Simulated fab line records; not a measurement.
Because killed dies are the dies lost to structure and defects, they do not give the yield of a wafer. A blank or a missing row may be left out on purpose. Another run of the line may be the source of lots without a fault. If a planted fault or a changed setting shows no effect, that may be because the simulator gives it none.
Comparing a struck lot with a sound one + flow gf180mcu + 27 steps out of a route of 602
Sound: wafers L502.1, L502.2, L502.5. Wafers L513.1, L513.2, L513.5 were the ones struck. The cause is named last.
Per side, at each step with rows, come the tool, then ch with its chambers, and then its first start. Under that, the readings that differ: sound wafers + struck wafers + difference of the means + sigmas: that difference in standard deviations of wafers without a fault.
alike: same words and numbers on both sides, and readings whose means sit less than 2 such deviations apart. not compared: any withheld reading, any reading some wafer has no value for, any bound like >300 that may hide the same value, and any number with overlapping values for which the record gives no deviation.
The two part at a step that has a row with sigmas, a row that says differs or no value, or rows on one side only. Numbers that have no deviation but don't overlap get no sigmas and don't part them. A reading that every wafer of one side lacks parts them only if that side has two wafers or more.

GF_NWELL_STRIP_10: strips in O2/N2.
  sound on plasma asher-02 ch 0,1, day 3 12:46; struck on plasma asher-03 ch 0,1, day 6 01:55
  alike: drypump motor current A, heater power w, oes product au, strip time to endpoint s
  not compared: rf hours counter h
GF_NWELL_TW_MEAS_11:
  sound on film metro-01 at day 3 12:52; struck on film metro-02 at day 6 02:01
  alike: NWELL_TW
then, 7 steps without rows for these wafers: GF_LVPWELL_DEHYDRATE_00 (time 60 s); GF_LVPWELL_HMDS_01 (prime time 60 s); GF_LVPWELL_COAT_02 (resist thk 3000 nm); GF_LVPWELL_SOFTBAKE_03; GF_LVPWELL_EXPOSE_04 (exposes mask LVPWELL, target cd 600 nm); GF_LVPWELL_PEB_05; GF_LVPWELL_DEVELOP_06 (develop time 60 s).
GF_LVPWELL_OVL_MEAS_07:
  sound on overlay-01 at day 4 01:40; struck on overlay-02 at day 6 16:07
  alike: LVPWELL_OVL
then, 2 steps without rows for these wafers: GF_LVPWELL_IMPLANT_08; GF_LVPWELL_IMPLANT_09.
GF_LVPWELL_STRIP_10: strips in O2/N2.
  sound on plasma asher-02 ch 0,1, day 4 02:00; struck on plasma asher-02 ch 0,1, day 6 16:27
| reading                                   | sound             | struck            | difference                    | sigmas |
|-------------------------------------------|-------------------|-------------------|-------------------------------|--------|
| oes product au (a.u.)                     | 0.729 0.721 0.717 | 0.938 0.936 0.937 | +0.215                        | +48    |
| strip time to endpoint s (s)              | 36.89 37.00 36.97 | - - -             | no value on the struck wafers |        |
| model.coat_of_LVPWELL_COAT_02.thk nm (nm) | 0 0 0             | 1417 1419 1416    | +1417                         |        |
  alike: drypump motor current A, heater power w
  not compared: rf hours counter h
GF_LVPWELL_TW_MEAS_11:
  sound on film metro-04 at day 4 02:06; struck on film metro-02 at day 6 16:33
  alike: LVPWELL_TW
then, 7 steps without rows for these wafers: GF_MVSD_DEHYDRATE_00 (time 60 s); GF_MVSD_HMDS_01 (prime time 60 s); GF_MVSD_COAT_02 (resist thk 3000 nm); GF_MVSD_SOFTBAKE_03; GF_MVSD_EXPOSE_04 (exposes mask MVSD, target cd 1000 nm); GF_MVSD_PEB_05; GF_MVSD_DEVELOP_06 (develop time 60 s).
GF_MVSD_OVL_MEAS_07:
  sound on overlay-02 at day 4 15:36; struck on overlay-02 at day 7 07:07
  alike: MVSD_OVL
then, 2 steps without rows for these wafers: GF_MVSD_IMPLANT_08; GF_MVSD_IMPLANT_09.
GF_MVSD_STRIP_10: strips in O2/N2.
  sound on plasma asher-04 ch 0,1, day 4 15:56; struck on plasma asher-02 ch 0,1, day 7 07:28
| reading                      | sound             | struck            | difference | sigmas      |
|------------------------------|-------------------|-------------------|------------|-------------|
| oes product au (a.u.)        | 0.728 0.714 0.714 | 0.730 0.730 0.727 | +0.010     | +2          |
| strip time to endpoint s (s) | 36.97 36.96 37.01 | 57.96 58.00 57.93 | +20.98     | +99 or more |
  alike: drypump motor current A, heater power w
  not compared: rf hours counter h
GF_MVSD_TW_MEAS_11:
  sound on film metro-01 at day 4 16:02; struck on film metro-01 at day 7 07:47
| reading | sound          | struck   | difference | sigmas      |
|---------|----------------|----------|------------|-------------|
| MVSD_TW | 1589 1587 1596 | 30 30 30 | -1561      | -99 or more |
  not compared: hold
GF_PASSIVATION_PROBE_99:
  rows exist in the record for the sound wafers here (prober-02, day 29 11:25), none for the struck ones

WHERE THEY PART
At GF_LVPWELL_STRIP_10 first; at GF_PASSIVATION_PROBE_99 last (within this record only).

WHY: what the simulator had put in
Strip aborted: plasma asher-02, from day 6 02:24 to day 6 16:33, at GF_LVPWELL_STRIP_10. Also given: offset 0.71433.
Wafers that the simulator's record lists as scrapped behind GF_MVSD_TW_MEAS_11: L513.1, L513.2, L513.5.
